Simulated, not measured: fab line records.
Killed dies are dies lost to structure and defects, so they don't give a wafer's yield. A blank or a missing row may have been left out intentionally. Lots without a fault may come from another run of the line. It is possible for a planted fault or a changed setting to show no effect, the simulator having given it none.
Shared-tool check | flow sky130 | 33 wafers sampled across 11 lots

WHAT PROMPTED THE OPENING
At SKY_POLY_GATE_THK_MEAS_01 the reading POLY_GATE_CVD_00_THK is flagged on 3 of 11 lots. Wafers without a fault read 179.7 nm, standard deviation 1.9.
Rule: a lot is flagged in two cases, either no wafer of it has a number, or all its wafers with numbers fall more than 4 standard deviations from that mean. As for the other lots, they are considered sound.

lot  | measured     | on            | POLY_GATE_CVD_00_THK (nm), wafer by wafer | flag
L962 | day 13 09:10 | film-metro-02 | 177.7 178.2 177.9                         |
L964 | day 14 12:25 | film-metro-02 | 182.4 180.3 181.3                         |
L965 | day 15 00:14 | film-metro-02 | 180.5 180.5 179.8                         |
L966 | day 15 08:42 | film-metro-02 | 179.0 179.9 179.9                         |
L970 | day 16 13:08 | film-metro-04 | 176.9 176.7 177.0                         |
L974 | day 18 08:11 | film-metro-03 | 125.7 125.8 126.7                         | FLAGGED
L975 | day 18 12:23 | film-metro-02 | 122.9 124.3 123.2                         | FLAGGED
L976 | day 18 19:46 | film-metro-03 | 126.8 128.6 128.6                         | FLAGGED
L983 | day 21 12:04 | film-metro-03 | 179.9 178.4 180.0                         |
L984 | day 21 22:37 | film-metro-02 | 181.7 182.1 182.9                         |
L985 | day 22 03:01 | film-metro-03 | 179.6 181.1 180.6                         |
The numbers of the flagged lots are 125.8 nm on average: -53.9 nm against the usual, or -28 standard deviations.

WHICH TOOL RAN EACH LOT
The record holds 2 process steps before the reading, out of a route of 708 steps. Read each cell as the tool, then ch plus the chambers that the sampled wafers visited, then the start.
lot  | flag    | SKY_SONOS_ONO_STRIP_17               | SKY_POLY_GATE_CVD_00
L962 |         | plasma-asher-02 ch 0,1, day 12 02:52 | lpcvd-01 ch 0, day 13 07:57
L964 |         | plasma-asher-03 ch 0,1, day 13 02:55 | lpcvd-01 ch 0, day 14 11:11
L965 |         | plasma-asher-02 ch 0,1, day 13 16:08 | lpcvd-01 ch 1, day 14 23:02
L966 |         | plasma-asher-03 ch 0,1, day 13 22:32 | lpcvd-01 ch 1, day 15 06:53
L970 |         | plasma-asher-01 ch 0,1, day 15 03:32 | lpcvd-01 ch 0, day 16 11:56
L974 | FLAGGED | plasma-asher-03 ch 1, day 16 19:53   | lpcvd-01 ch 1, day 18 06:22
L975 | FLAGGED | plasma-asher-02 ch 0,1, day 16 23:19 | lpcvd-01 ch 0, day 18 10:34
L976 | FLAGGED | plasma-asher-03 ch 0,1, day 17 07:22 | lpcvd-01 ch 1, day 18 17:58
L983 |         | plasma-asher-01 ch 0,1, day 19 23:37 | lpcvd-01 ch 1, day 21 10:15
L984 |         | plasma-asher-01 ch 0,1, day 20 11:22 | lpcvd-01 ch 0, day 21 20:48
L985 |         | plasma-asher-03 ch 0,1, day 20 14:46 | lpcvd-01 ch 1, day 22 01:12
These steps, and what they do:
- SKY_SONOS_ONO_STRIP_17: strips in O2/N2.
- SKY_POLY_GATE_CVD_00: deposits poly-Si, target thk 180 nm, time 720 s.
- SKY_POLY_GATE_THK_MEAS_01

FLAGGED OVER TOTAL, TOOL BY TOOL (the gauges that took the reading come last)
step                      | tool            | lots run | flagged | share of the flagged lots | sound lots run after its first flagged lot
SKY_SONOS_ONO_STRIP_17    | plasma-asher-01 | 3        | 0       | none                      | -
SKY_SONOS_ONO_STRIP_17    | plasma-asher-02 | 3        | 1       | some                      | 0
SKY_SONOS_ONO_STRIP_17    | plasma-asher-03 | 5        | 2       | some                      | 1 (L985)
SKY_POLY_GATE_CVD_00      | lpcvd-01        | 11       | 3       | all                       | 3 (L983,L984,L985)
SKY_POLY_GATE_THK_MEAS_01 | film-metro-02   | 6        | 1       | some                      | 1 (L984)
SKY_POLY_GATE_THK_MEAS_01 | film-metro-03   | 4        | 2       | some                      | 2 (L983,L985)
SKY_POLY_GATE_THK_MEAS_01 | film-metro-04   | 1        | 0       | none                      | -

WHAT IS ALLOWED BY THE TABLE
In the table, 1 row covers all flagged lots: lpcvd-01 at SKY_POLY_GATE_CVD_00.
- lpcvd-01 at SKY_POLY_GATE_CVD_00 ran 11 lots, 3 of them flagged. Lots that were sound ran on it after the first flagged one (L983, L984, L985); a persistent fault on the entire tool would not allow that. Its own readings (pressure-mtorr) fall more than 4 standard deviations out on all wafers of the flagged lots.
None of the table's rows ran every flagged lot and, after the first, no sound lot.

WHAT THE SIMULATOR PUT IN
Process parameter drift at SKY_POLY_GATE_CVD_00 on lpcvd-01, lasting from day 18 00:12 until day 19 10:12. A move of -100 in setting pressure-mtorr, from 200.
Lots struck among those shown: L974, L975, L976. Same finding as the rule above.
